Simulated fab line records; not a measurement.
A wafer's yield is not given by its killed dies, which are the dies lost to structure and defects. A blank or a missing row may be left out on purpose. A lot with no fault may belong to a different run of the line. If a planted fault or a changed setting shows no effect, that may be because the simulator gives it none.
Comparing a struck lot with a sound one | flow gf180mcu | 36 out of 602 route steps
Sound: wafers L677.1, L677.2, L677.4. Wafers struck: L673.1, L673.2, L673.4. Last of all comes the cause.
Order at every step that has rows: each side's tool, ch and its chambers, its first start. Under that, the readings that differ: sound wafers | struck wafers | difference of the means | sigmas: that difference in standard deviations of wafers without a fault.
alike: a reading whose means differ by less than 2 such deviations, as well as words and numbers matching on both sides. not compared: withheld readings; readings where some wafer has no value; bounds like >300 that might hide an equal value; numbers whose values overlap and for which the record gives no deviation.
The two part at a step that has a row with sigmas, a row that says differs or no value, or rows on one side only. Numbers that have no deviation but don't overlap get no sigmas and don't part them. A reading that every wafer of one side lacks parts them only if that side has two wafers or more.

GF_HV_LDD_STRIP_49: strips in O2/N2.
  sound on plasma asher-01 ch 0,1, day 15 10:34; struck on plasma asher-01 ch 0,1, day 14 07:16
  alike: drypump motor current A, heater power w, oes product au, strip time to endpoint s
  not compared: rf hours counter h
GF_HV_LDD_TW_MEAS_50:
  sound on film metro-03, day 15 10:40; struck on film metro-03, day 14 07:22
  alike: HV_LDD_4_TW
then, 1 step without rows for these wafers: GF_HV_LDD_CLEAN_51 (cleans in SC1/SC2, time 150 s).
GF_HV_LDD_RTA_52: time 10 s.
  sound on rtp anneal-01 ch 0, day 15 10:46; struck on rtp anneal-02 ch 0, day 14 07:28
  alike: chamber o2 ppm, lamp power pct, wafer_temp_C_max
GF_HV_LDD_RS_MEAS_53: uses a four-point probe to measure.
  sound on film metro-04, day 15 10:50; struck on film metro-02, day 14 07:32
  reading            | sound             | struck            | difference | sigmas
  HV_LDD_RS (ohm/sq) | 418.9 418.8 419.7 | 416.5 417.4 417.6 | -2.0       | -2
then, 1 step without rows for these wafers: GF_HV_LDD_CVD_54 (deposits SiO2 from TEOS, target thk 10 nm, time 75 s).
GF_HV_LDD_THK_MEAS_55:
  sound on film metro-04, day 15 12:29; struck on film metro-03, day 14 08:54
  reading                | sound          | struck            | difference | sigmas
  HV_LDD_CVD_54_THK (nm) | 9.80 9.86 9.89 | 10.40 10.37 10.37 | +0.53      | +4
then, 1 step without rows for these wafers: GF_HV_LDD_CVD_56 (deposits Si3N4 from DCS/NH3, target thk 90 nm, time 1543 s).
GF_HV_LDD_THK_MEAS_57:
  sound on film metro-02, day 15 14:41; struck on film metro-02, day 14 11:06
  alike: HV_LDD_CVD_56_THK
GF_HV_LDD_ETCHBACK_58: etches Si3N4 in CH3F/O2, stops on SiO2, time 100 s, target depth 90 nm.
  sound on rie diel-02 ch 1,2,3, day 15 14:45; struck on rie diel-02 ch 0,2,3, day 14 11:10
  alike: drypump motor current A, oes product au, throttle valve pct
  not compared: rf hours counter h
then, 2 steps without rows for these wafers: GF_NSD_DEHYDRATE_00 (time 60 s); GF_NSD_HMDS_01 (prime time 60 s).
GF_NSD_COAT_02: resist thk 1000 nm.
  struck on litho track-02, day 14 20:56; sound on litho track-01 ch 0, day 16 00:51
  no value came back on the struck wafers for chill plate temp C (C), dispense pressure kPa (kPa); on the sound wafers chill plate temp C (C) reads 23.06 23.09 22.92
then, 4 steps without rows for these wafers: GF_NSD_SOFTBAKE_03 (time 60 s); GF_NSD_EXPOSE_04 (exposes mask Nplus, target cd 400 nm); GF_NSD_PEB_05; GF_NSD_DEVELOP_06 (develop time 60 s).
GF_NSD_CD_MEAS_07: target cd 400 nm.
  sound on cd sem-01, day 16 12:42; struck on cd sem-01, day 15 07:53
  reading    | sound             | struck | difference                    | sigmas
  cd nm (nm) | 399.6 400.8 402.4 | - - -  | no value on the struck wafers |
GF_NSD_OVL_MEAS_08:
  sound on overlay-02, day 16 12:49; struck on overlay-01, day 15 08:00
  reading      | sound          | struck | difference                    | sigmas
  NSD_OVL (nm) | -0.3 -1.5 -1.3 | - - -  | no value on the struck wafers |
then, 2 steps without rows for these wafers: GF_NSD_IMPLANT_09; GF_NSD_IMPLANT_10.
GF_NSD_STRIP_11: strips in O2/N2.
  sound on plasma asher-03 ch 0,1, day 16 13:10; struck on plasma asher-03 ch 0,1, day 15 08:20
  no value came back on the struck wafers for oes product au (a.u.), strip time to endpoint s (s); on the sound wafers oes product au (a.u.) reads 0.483 0.490 0.485
  alike: drypump motor current A, heater power w
  not compared: rf hours counter h
GF_NSD_TW_MEAS_12:
  sound on film metro-01, day 16 13:16; struck on film metro-01, day 15 08:26
  alike: NSD_TW
then, 7 steps without rows for these wafers: GF_PSD_DEHYDRATE_00 (time 60 s); GF_PSD_HMDS_01 (prime time 60 s); GF_PSD_COAT_02 (resist thk 1000 nm); GF_PSD_SOFTBAKE_03 (time 60 s); GF_PSD_EXPOSE_04 (exposes mask Pplus, target cd 400 nm); GF_PSD_PEB_05; GF_PSD_DEVELOP_06 (develop time 60 s).
GF_PSD_CD_MEAS_07: target cd 400 nm.
  sound on cd sem-01, day 17 10:54; struck on cd sem-01, day 16 06:12
  alike: cd nm
GF_PSD_OVL_MEAS_08:
  sound on overlay-02, day 17 11:01; struck on overlay-02, day 16 06:19
  reading      | sound          | struck      | difference | sigmas
  PSD_OVL (nm) | -1.9 -2.3 -1.4 | 1.9 1.9 1.2 | +3.5       | +3
next, for these wafers, 1 step has no rows: GF_PSD_IMPLANT_09.
GF_PSD_STRIP_10: strips in O2/N2.
  sound on plasma asher-01 ch 0,1, day 17 11:13; struck on plasma asher-03 ch 0,1, day 16 06:31
  alike: drypump motor current A, heater power w, oes product au, strip time to endpoint s
  not compared: rf hours counter h
GF_PSD_TW_MEAS_11:
  sound on film metro-03, day 17 11:19; struck on film metro-01, day 16 06:37
  reading | sound          | struck         | difference | sigmas
  PSD_TW  | 3153 3158 3131 | 4260 4227 4246 | +1097      | +65
then, 1 step without rows for these wafers: GF_PSD_CLEAN_12 (cleans in SC1/SC2, time 150 s).

== WHERE THEY PART ==
Last at GF_PSD_TW_MEAS_11 as far as this record goes, first at GF_HV_LDD_RS_MEAS_53.

WHY: what had been put in by the simulator
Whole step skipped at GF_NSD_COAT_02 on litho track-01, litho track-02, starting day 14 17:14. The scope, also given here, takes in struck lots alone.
